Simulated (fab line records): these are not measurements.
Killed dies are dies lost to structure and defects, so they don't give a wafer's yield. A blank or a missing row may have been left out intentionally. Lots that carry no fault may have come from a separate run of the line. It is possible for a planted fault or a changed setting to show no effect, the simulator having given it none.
A struck lot beside a sound one -- flow sky130 -- 43 steps out of a route of 708
Sound: the wafers L974.1, L974.2, L974.4. Wafers struck: L988.3, L988.4, L988.5. Last of all comes the cause.
Per side, at each step with rows, come the tool, then ch with its chambers, and then its first start. Under that, the readings that differ: sound wafers -- struck wafers -- difference of the means -- sigmas: that difference in standard deviations of wafers without a fault.
alike: same words and numbers on both sides, and readings whose means sit less than 2 such deviations apart. not compared: any withheld reading, any reading some wafer has no value for, any bound like >300 that may hide the same value, and any number with overlapping values for which the record gives no deviation.
The two part at a step that has a row with sigmas, a row that says differs or no value, or rows on one side only. Numbers that don't overlap but have no deviation are shown without sigmas and don't part them. A reading missing from all wafers of one side parts the sides only when that side holds two or more wafers.

first, 6 steps without rows for these wafers: SKY_SONOS_ONO_HMDS_07 (prime time 60 s); SKY_SONOS_ONO_COAT_08 (resist thk 1140 nm); SKY_SONOS_ONO_SOFTBAKE_09 (time 60 s); SKY_SONOS_ONO_EXPOSE_10 (exposes mask ONOM, target cd 410 nm); SKY_SONOS_ONO_PEB_11; SKY_SONOS_ONO_DEVELOP_12 (develop time 60 s).
SKY_SONOS_ONO_CD_MEAS_13 targets a cd of 410 nm.
  struck on cd sem-01, day 20 06:26; sound on cd sem-01, day 15 11:44
reading,sound,struck,difference,sigmas
cd nm (nm),408.5 408.9 407.6,414.6 412.4 414.5,+5.5,+2
SKY_SONOS_ONO_OVL_MEAS_14:
  struck on overlay-01, day 20 06:32; sound on overlay-01, day 15 11:51
  alike: SONOS_ONO_OVL
SKY_SONOS_ONO_ETCH_15: etches the open film in CHF3/O2, target depth 19.52 nm, time 7.8 s.
  sound on rie diel-01 ch 0,1,2, day 15 11:53; struck on rie diel-04 ch 2,3, day 20 06:34
  alike: drypump motor current A, oes product au, throttle valve pct
  not compared: rf hours counter h
then, 1 step without rows for these wafers: SKY_SONOS_ONO_WET_ETCH_16 (etches SiO2 in dHF, target depth 14 nm, time 280 s).
SKY_SONOS_ONO_STRIP_17: strips in O2/N2.
  sound on plasma asher-02 ch 0,1, day 15 12:00; struck on plasma asher-01 ch 0,1, day 20 06:42
  alike: drypump motor current A, n2 flow sccm, oes product au, strip time to endpoint s
  not compared: rf hours counter h
then, 1 step without rows for these wafers: SKY_SONOS_ONO_WET_ETCH_18 (etches Si3N4 in H3PO4, target depth 15 nm, time 172 s).
SKY_GATE_OXIDE_CLEAN_00: cleans in SC1/SC2, time 150 s.
  sound on wet bench-04 ch 1, day 15 12:10; struck on wet bench-01 ch 0, day 20 06:50
then, 1 step without rows for these wafers: SKY_GATE_OXIDE_OXIDATION_01 (stabilise 600 s, purge 300 s, target thk 10.268 nm).
SKY_GATE_OXIDE_THK_MEAS_02:
  struck on film metro-02, day 20 08:19; sound on film metro-02, day 15 14:34
  alike: GATE_OXIDE_OXIDATION_00_THK
then, 7 steps without rows for these wafers: SKY_GATE_OXIDE_DEHYDRATE_03 (time 60 s); SKY_GATE_OXIDE_HMDS_04 (prime time 60 s); SKY_GATE_OXIDE_COAT_05 (resist thk 1140 nm); SKY_GATE_OXIDE_SOFTBAKE_06 (time 60 s); SKY_GATE_OXIDE_EXPOSE_07 (exposes mask LVOM, target cd 600 nm); SKY_GATE_OXIDE_PEB_08; SKY_GATE_OXIDE_DEVELOP_09 (develop time 60 s).
SKY_GATE_OXIDE_OVL_MEAS_10:
  struck on overlay-01, day 21 15:19; sound on overlay-01, day 16 17:28
  alike: GATE_OXIDE_OVL
then, 2 steps without rows for these wafers: SKY_GATE_OXIDE_IMPLANT_11; SKY_GATE_OXIDE_WET_ETCH_12 (etches SiO2 in dHF, target depth 16.8 nm, time 336 s).
SKY_GATE_OXIDE_STRIP_13: strips in O2/N2.
  sound on plasma asher-01 ch 0,1, day 16 17:45; struck on plasma asher-01 ch 0,1, day 21 15:44
  alike: drypump motor current A, n2 flow sccm, oes product au, strip time to endpoint s
  not compared: rf hours counter h
SKY_GATE_OXIDE_TW_MEAS_14:
  struck on film metro-01, day 21 15:50; sound on film metro-01, day 16 17:51
  alike: GATE_OXIDE_TW
then, 3 steps without rows for these wafers: SKY_GATE_OXIDE_CLEAN_15 (cleans in SC1/SC2, time 150 s); SKY_GATE_OXIDE_OXIDATION_16 (stabilise 600 s, purge 300 s, target thk 3.57 nm); SKY_POLY_GATE_CVD_00 (deposits poly-Si, target thk 180 nm, time 720 s).
SKY_POLY_GATE_THK_MEAS_01:
  struck on film metro-03, day 21 18:41; sound on film metro-04, day 17 00:18
  alike: POLY_GATE_CVD_00_THK
then, 8 steps without rows for these wafers: SKY_RES_PROTECT_DEHYDRATE_00 (time 60 s); SKY_RES_PROTECT_HMDS_01 (prime time 60 s); SKY_RES_PROTECT_COAT_02 (resist thk 1140 nm); SKY_RES_PROTECT_SOFTBAKE_03 (time 60 s); SKY_RES_PROTECT_EXPOSE_04 (exposes mask RPM, target cd 1270 nm); SKY_RES_PROTECT_PEB_05; SKY_RES_PROTECT_DEVELOP_06 (develop time 60 s); SKY_POLY_GATE_IMPLANT_02.
SKY_RES_PROTECT_STRIP_07: strips in O2/N2.
  sound on plasma asher-02 ch 0,1, day 18 05:36; struck on plasma asher-04 ch 0,1, day 23 01:02
  alike: drypump motor current A, n2 flow sccm, oes product au, strip time to endpoint s
  not compared: rf hours counter h
SKY_RES_PROTECT_TW_MEAS_08:
  struck on film metro-01, day 23 01:07; sound on film metro-01, day 18 05:42
  alike: POLY_GATE_TW
then, 1 step without rows for these wafers: SKY_RES_PROTECT_CLEAN_09 (cleans in SC1/SC2, time 150 s).
-- a jump in the record: the struck wafers' starts before and after are 28 days apart (it breaks off in module RES_PROTECT and resumes in module PAD_OPEN, where the first step shown is number 708 of the route) --
SKY_PAD_OPEN_PROBE_99:
  struck on prober-02, day 50 16:07; sound on prober-01, day 47 23:17
reading,sound,struck,difference,sigmas
model.etest.cap thick oxide.gate bv v (V),15.56 16.13 16.18,14.51 14.54 14.65,-1.39,
model.etest.diode nwell sub.leak log10 a cm2,-7.189 -7.403 -7.305,-6.701 -6.85 -6.611,+0.578,
model.etest.diode dnwell sub.leak log10 a cm2,-7.159 -7.428 -7.213,-6.838 -6.618 -6.677,+0.556,
model.etest.diode pwell dnwell.leak log10 a cm2,-7.618 -7.436 -7.576,-7.013 -7.233 -6.931,+0.484,
model.etest.diode pdiff nwell hv.leak log10 a cm2,-6.744 -6.917 -6.978,-6.076 -6.418 -6.47,+0.558,
model.etest.diode ndiff pwell.leak log10 a cm2,-7.33 -7.329 -7.382,-7.042 -7.326 -6.922,+0.250,
model.etest.diode pdiff nwell.leak log10 a cm2,-7.556 -7.168 -7.175,-7.088 -6.896 -6.752,+0.388,
  alike: killed_at_M0_to_M3, killed_at_M4_up, killed at contacts, killed at front end, killed at other, killed dies, killed on rim, killed open, killed short
  not compared: model.etest.diode ndiff pwell hv.leak log10 a cm2

## WHERE THEY PART
SKY_SONOS_ONO_CD_MEAS_13 only, going by this record. Later steps at which nothing parts them and some readings are alike: SKY_SONOS_ONO_OVL_MEAS_14, SKY_SONOS_ONO_ETCH_15, SKY_SONOS_ONO_STRIP_17, SKY_GATE_OXIDE_THK_MEAS_02, SKY_GATE_OXIDE_OVL_MEAS_10, SKY_GATE_OXIDE_STRIP_13, SKY_GATE_OXIDE_TW_MEAS_14, SKY_POLY_GATE_THK_MEAS_01, SKY_RES_PROTECT_STRIP_07, SKY_RES_PROTECT_TW_MEAS_08, SKY_PAD_OPEN_PROBE_99.

WHY: what the simulator had put in
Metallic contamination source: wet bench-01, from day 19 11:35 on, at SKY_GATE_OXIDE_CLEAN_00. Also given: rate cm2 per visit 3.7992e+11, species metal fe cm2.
